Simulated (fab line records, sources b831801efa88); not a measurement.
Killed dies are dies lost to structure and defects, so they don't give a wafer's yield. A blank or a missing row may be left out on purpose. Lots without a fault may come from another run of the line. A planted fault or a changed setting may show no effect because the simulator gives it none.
fab line records | flow sfq_line
record lots=6 wafers=18 last_day=94
route steps=325 shown M7@295 I7@296
lots that met no fault: from a run of the same line without faults
start_h: hours from the record's first day to the start of the lot's first wafer shown | wait_h: hours since the lot's step before | " the same as in the row above | L1.1+2: a row that stands for several wafers | - no value, or no start given | * or withheld: withheld | < > ~ a bound
route shown NAME@n: a module of which the file shows steps, and the number in the route of the first | usual: mean/standard deviation of fault-free wafers | same: alike in all rows | chamber/n: place in a boat | sites: the reading at each site | _std_site: their standard deviation | _edge_site: outer sites' mean less inner sites' | radius_mm: how far each site lies from the wafer's centre | mask NAME#n: copy n | behind: the tool/chamber that last shaped the wafer | hold: why the lot was held/for how many hours/how that ended | device: the transistor (n, p or np) that didn't switch | end of line: the same wafers' tests at the end of the route | a step without rows: its recipe alone | killed: dies lost to structure and defects at the first sort, not the wafer's yield | map: a wafer's dies, x killed, . not, _ none there
set.NAME: the setting as run; set.NAME@STEP: as run at that earlier step | model.NAME: the simulator's own value behind a step, which no gauge read
lots at some steps of the route; a table a step, a row a wafer
services: from which hour (start_h, from the record's first day; less than 0 if before it) a tool's chamber was out of use, for how many hours, and why
## steps
# step SFQ_TRILAYER_M7_STRIP_SOLV_CLEAN_182
# recipe chemistry=NMP temp_c=70 time_s=600
# step SFQ_TRILAYER_I7_DEP_PECVD_183
# recipe material=SiO2 temp_c=150 time_s=111.11 pressure_torr=2.4 rf_w=183.3 precursor=SiH4/N2O target_thk_nm=500
# usual heater_power_w=82/12 throttle_valve_pct=24.5/1.3
# columns lot.wafer tool chamber start_h wait_h heater_power_w since_wet_clean_h throttle_valve_pct
L588.1 pecvd-03 2 1959.29 0.0 93 259 22.4
L588.5 " 2 " " 94 - 22.6
L588.6 " 1 " " 99 - 23.3
L591.2 pecvd-03 1 1978.09 0.0 105 278 23.3
L591.3 " 0 " " 61 278 23.4
L591.5 " 2 " " 97 - 22.5
L597.2 pecvd-01 2 2016.87 0.0 74 1070 23.8
L597.5 " 1 " " 94 - 23.7
L597.6 " 0 " " 89 - 26.8
L600.1 pecvd-02 0 2051.65 0.0 79 721 25.9
L600.2 " 1 " " 56 721 23.7
L600.3 " 2 " " 90 721 24.3
L602.3 pecvd-01 0 2061.25 0.0 74 1114 27.1
L602.5 " 2 " " 83 - 23.6
L602.6 " 0 " " 78 - 26.9
L604.3 pecvd-01 2 2081.26 0.0 80 1134 23.8
L604.4 " 1 " " 93 - 23.8
L604.5 " 2 " " 82 - 23.9
# step SFQ_TRILAYER_I7_CMP_CMP_184
# recipe material=SiO2 down_force_psi=3 platen_rpm=60 pad_velocity_m_s=0.94248
# usual head_pressure_psi=3.000/0.0061 motor_current_A=10.2/1 platen_rpm=59.99/0.042 time_to_endpoint_s=214/7.1
# columns lot.wafer tool chamber start_h wait_h head_pressure_psi motor_current_A platen_rpm time_to_endpoint_s
L588.1 cmp-01 0 1959.87 0.5 3.009 9.9 59.94 214
L588.6 " 3 1961.37 2.0 3.002 10.8 59.95 220
L588.5 " 0 " " 3.010 10.0 60.00 226
L591.3 cmp-02 2 1978.17 0.0 3.003 11.6 60.04 206
L591.2 " 0 1979.17 1.0 2.995 8.9 60.04 208
L591.5 " 2 1980.17 2.0 2.997 11.2 59.99 204
L597.2 cmp-02 2 2022.57 5.7 2.997 11.0 59.94 216
L597.6 " 2 2024.57 7.6 2.999 11.7 60.03 222
L597.5 " 3 " " 3.005 9.5 60.01 222
L600.2 cmp-02 3 2052.41 0.7 3.003 9.0 59.97 208
L600.3 " 0 " " 3.001 8.5 59.99 212
L600.1 " 2 2053.91 2.2 2.996 11.0 60.05 202
L602.3 cmp-02 2 2063.38 2.1 2.999 11.3 59.98 211
L602.5 " 3 " " 3.000 8.8 60.03 210
L602.6 " 0 " " 3.002 8.8 60.01 222
L604.3 cmp-01 3 2083.63 2.3 3.004 9.8 60.00 219
L604.4 " 0 " " 3.008 10.2 59.89 228
L604.5 " 0 2086.13 4.8 3.007 10.4 59.96 218
# step SFQ_I7_BOW_MEAS_946
# recipe mode=bow
# usual I7_BOW=9/11
# columns lot.wafer tool chamber start_h wait_h I7_BOW[um]
L588.1 film_metro-04 - 1962.37 2.0 6
L588.5 " - " " 17
L588.6 " - " " 26
L591.2 film_metro-04 - 1981.19 1.5 -3
L591.3 " - " " 1
L591.5 " - " " 1
L597.2 film_metro-01 - 2025.59 2.5 4
L597.5 " - " " 6
L597.6 " - " " 5
L600.1 film_metro-02 - 2055.41 1.0 -4
L600.2 " - " " -11
L600.3 " - " " -16
L602.3 film_metro-04 - 2064.92 1.0 28
L602.5 " - " " 20
L602.6 " - " " 11
L604.3 film_metro-01 - 2086.67 2.5 13
L604.4 " - " " 11
L604.5 " - " " 21
# step SFQ_TRILAYER_I7_METRO_MEASURE_185
# usual thk_nm=203.4/1
# columns lot.wafer tool chamber start_h wait_h thk_nm
L588.1 film_metro-04 - 1962.49 0.1 205.0
L588.5 " - " " 206.3
L588.6 " - " " 203.4
L591.2 film_metro-04 - 1981.49 0.3 203.8
L591.3 " - " " 203.3
L591.5 " - " " 202.2
L597.2 film_metro-01 - 2025.89 0.3 203.0
L597.5 " - " " 202.1
L597.6 " - " " 202.5
L600.1 film_metro-02 - 2055.53 0.1 204.4
L600.2 " - " " 203.7
L600.3 " - " " 202.6
L602.3 film_metro-04 - 2065.40 0.5 202.0
L602.5 " - " " 203.7
L602.6 " - " " 204.1
L604.3 film_metro-01 - 2087.15 0.5 205.2
L604.4 " - " " 205.4
L604.5 " - " " 204.8
# step SFQ_TRILAYER_I7_VIA_LITHO_COAT_192
# recipe resist=BARC spin_rpm=3000 resist_thk_nm=62
# step SFQ_TRILAYER_I7_VIA_LITHO_COAT_187
# recipe resist=KrF spin_rpm=3000 resist_thk_nm=650
# step SFQ_TRILAYER_I7_VIA_LITHO_SOFTBAKE_191
# recipe temp_c=withheld time_s=withheld resist=KrF
# step SFQ_TRILAYER_I7_VIA_LITHO_EXPOSE_188
# recipe mask_id=I7 na=0.6 source_shape=conventional sigma_outer=0.65 target_cd_nm=1000 dose_mj=21.3
# step SFQ_TRILAYER_I7_VIA_LITHO_PEB_190
# recipe peb_temp_c=115 peb_time_s=60 resist=KrF
# step SFQ_TRILAYER_I7_VIA_LITHO_DEVELOP_189
# recipe time_s=60 resist=KrF
# step SFQ_I7_OVL_MEAS_947
# usual I7_OVL=-2/5.9
# columns lot.wafer tool chamber start_h wait_h I7_OVL[nm]
L588.1 overlay-02 - 2066.26 0.1 -1
L588.5 " - " " 2
L588.6 " - " " -2
L591.2 overlay-02 - 2085.07 0.1 -12
L591.3 " - " " -5
L591.5 " - " " -8
L597.2 overlay-01 - 2129.72 0.1 -14
L597.5 " - " " -6
L597.6 " - " " -11
L600.1 overlay-01 - 2152.64 0.1 -1
L600.2 " - " " -3
L600.3 " - " " 2
L602.3 overlay-02 - 2160.61 0.1 -8
L602.5 " - " " -5
L602.6 " - " " -2
L604.3 overlay-01 - 2163.51 0.1 7
L604.4 " - " " 4
L604.5 " - " " 1
# step SFQ_TRILAYER_I7_VIA_BARC_OPEN_VIA_ETCH_260
# recipe mask_material=PR chemistry=O2 target_depth_nm=125 target=BARC source_w=500 bias_w=80 pressure_mtorr=30 time_s=41.7
# usual drypump_motor_current_A=5.8/0.41 oes_product_au=0.685/0.0046 rf_fwd_power_W=495.1/2.1
# columns lot.wafer tool chamber start_h wait_h drypump_motor_current_A oes_product_au rf_fwd_power_W rf_hours_counter_h model.KrF_of_TRILAYER_I7_VIA_LITHO_COAT_187.thk_nm
L588.1 rie_diel-01 1 2066.29 0.0 5.9 0.688 493.6 16 575.1
L588.5 " 0 " " 5.4 0.688 495.1 - 574.8
L588.6 " 1 " " 5.9 0.681 491.9 - 574.3
L591.2 rie_diel-03 2 2085.10 0.0 6.5 0.678 497.7 18 571.1
L591.3 " 3 " " 6.2 0.676 493.5 5 570.7
L591.5 " 0 " " 6.4 0.684 492.6 - 571.2
L597.2 rie_diel-03 3 2129.75 0.0 6.3 0.691 696.1 6 556.9
L597.5 " 1 " " 5.5 0.684 692.4 - 556.9
L597.6 " 0 " " 6.4 0.690 694.8 - 555.8
L600.1 rie_diel-03 2 2152.68 0.0 6.5 0.686 698.5 19 554.8
L600.2 " 1 " " 5.5 0.683 694.8 3 554.5
L600.3 " 0 " " 6.4 0.687 692.9 18 557.2
L602.3 rie_diel-04 1 2160.63 0.0 5.3 0.680 497.2 1 573.6
L602.5 " 0 " " 6.0 0.679 491.5 - 577.1
L602.6 " 1 " " 5.3 0.692 496.5 - 573
L604.3 rie_diel-01 0 2163.54 0.0 5.4 0.684 496.3 3 573.7
L604.4 " 1 " " 6.0 0.691 492.5 17 571.5
L604.5 " 3 " " 5.3 0.677 497.2 - 574.2
# step SFQ_TRILAYER_I7_VIA_ETCH_VIA_ETCH_190
# recipe target=SiO2 stop_on=Nb mask_material=PR taper_deg=20 chemistry=CHF3 target_depth_nm=260 source_w=500 bias_w=80 pressure_mtorr=30 time_s=withheld
# usual drypump_motor_current_A=5.8/0.41 oes_product_au=0.862/0.0052 rf_fwd_power_W=498.4/1.7
# columns lot.wafer tool chamber start_h wait_h drypump_motor_current_A oes_product_au rf_fwd_power_W model.KrF_of_TRILAYER_I7_VIA_LITHO_COAT_187.thk_nm
L588.1 rie_diel-01 1 2066.33 0.0 6.0 0.867 498.5 530.1
L588.5 " 0 " " 5.4 0.868 500.4 530.1
L588.6 " 1 " " 5.9 0.856 498.1 529.3
L591.2 rie_diel-03 2 2085.14 0.0 6.5 0.863 499.8 525.6
L591.3 " 3 " " 6.2 0.864 493.3 525.8
L591.5 " 0 " " 6.4 0.864 495.7 526.8
L597.2 rie_diel-03 3 2129.79 0.0 6.3 0.865 499.4 511.9
L597.5 " 1 " " 5.4 0.855 499.3 511.6
L597.6 " 0 " " 6.4 0.858 495.7 511.4
L600.1 rie_diel-03 2 2152.72 0.0 6.5 0.861 499.3 509.5
L600.2 " 1 " " 5.5 0.858 497.9 509.2
L600.3 " 0 " " 6.4 0.859 500.3 512.6
L602.3 rie_diel-04 1 2160.67 0.0 5.3 0.863 499.6 528.5
L602.5 " 0 " " 6.0 0.869 497.4 532.9
L602.6 " 1 " " 5.3 0.862 498.4 528.2
L604.3 rie_diel-01 0 2163.58 0.0 5.4 0.863 498.5 528.8
L604.4 " 1 " " 5.9 0.865 495.6 526.7
L604.5 " 3 " " 5.3 0.861 500.3 530.1
# step SFQ_TRILAYER_I7_VIA_STRIP_STRIP_191
# recipe gas=O2 power_w=200 platen_temp_c=40 overash_fraction=0.65 chemistry=O2 pressure_mtorr=50
# usual drypump_motor_current_A=5.81/0.26 oes_product_au=0.999/0.0083
# columns lot.wafer tool chamber start_h wait_h drypump_motor_current_A oes_product_au rf_hours_counter_h
L588.1 rie_metal-01 0 2066.45 - 5.64 1.009 74
L588.5 " 1 " " 5.90 1.001 -
L588.6 " 0 " " 5.63 0.999 -
L591.2 rie_metal-02 0 2085.25 - 5.46 0.996 100
L591.3 " 1 " " 6.01 0.999 -
L591.5 " 0 " " 5.48 1.000 -
L597.2 rie_metal-01 1 2129.91 - 5.88 1.009 120
L597.5 " 0 " " 5.65 1.008 -
L597.6 " 1 " " 5.89 1.001 -
L600.1 rie_metal-01 0 2152.83 - 5.64 1.002 84
L600.2 " 1 " " 5.87 0.999 121
L600.3 " 1 " " 5.89 1.000 -
L602.3 rie_metal-01 0 2160.99 - 5.64 0.995 -
L602.5 " 1 " " 5.88 1.008 -
L602.6 " 0 " " 5.62 1.002 -
L604.3 rie_metal-01 1 2163.89 - 5.90 1.000 -
L604.4 " 0 " " 5.64 0.996 -
L604.5 " 0 " " 5.64 0.982 -
## services
# columns tool chamber start_h hours kind
film_metro-04 - 1937.31 1.4 pm
cmp-02 - 1938.41 4.0 pm
film_metro-01 - 1938.99 0.5 pm
film_metro-04 - 1939.12 0.7 pm
cmp-02 - 1940.87 1.4 repair
rie_diel-03 0 1941.48 1.9 repair
rie_diel-03 2 1956.04 7.9 repair
pecvd-01 - 1962.58 0.7 repair
rie_diel-01 0 1963.61 4.0 repair
cmp-02 - 1972.77 5.3 pm
rie_diel-03 3 1991.80 4.3 repair
rie_diel-01 0 2010.75 5.7 repair
rie_diel-03 2 2015.06 11.5 repair
rie_diel-03 1 2046.65 9.8 repair
pecvd-01 - 2047.87 0.8 repair
rie_diel-03 3 2059.87 3.9 repair
rie_diel-01 - 2059.91 2.1 repair
pecvd-01 - 2078.19 1.1 repair
cmp-02 - 2091.02 1.1 repair
film_metro-04 - 2113.49 0.5 pm
pecvd-01 1 2114.87 5.6 repair
rie_diel-01 3 2128.05 2.3 repair
rie_diel-01 - 2138.48 14.6 pm
rie_diel-03 1 2154.61 2.7 repair
## key
first_sign step=SFQ_TRILAYER_I7_VIA_BARC_OPEN_VIA_ETCH_260 reading=rf_fwd_power_W direction=up sigmas=94 usual=495.1 struck=694.9
effect none on later readings
model_effect step=SFQ_TRILAYER_I7_VIA_BARC_OPEN_VIA_ETCH_260 value=KrF_of_TRILAYER_I7_VIA_LITHO_COAT_187.thk_nm without=574 struck=556
model_effect step=SFQ_TRILAYER_I7_VIA_ETCH_VIA_ETCH_190 value=KrF_of_TRILAYER_I7_VIA_LITHO_COAT_187.thk_nm without=529 struck=511
met_at SFQ_TRILAYER_I7_VIA_BARC_OPEN_VIA_ETCH_260
struck_wafers L597.2,L597.5,L597.6,L600.1,L600.2,L600.3
onset_between 2085.10 2129.75
fault kind=process_parameter_drift tool=rie_diel-03 chamber=- onset_h=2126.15 steps=SFQ_TRILAYER_I7_VIA_BARC_OPEN_VIA_ETCH_260 channel=source_w offset=200 shape=step end_h=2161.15 acts_in=these_recipes_only stated=500
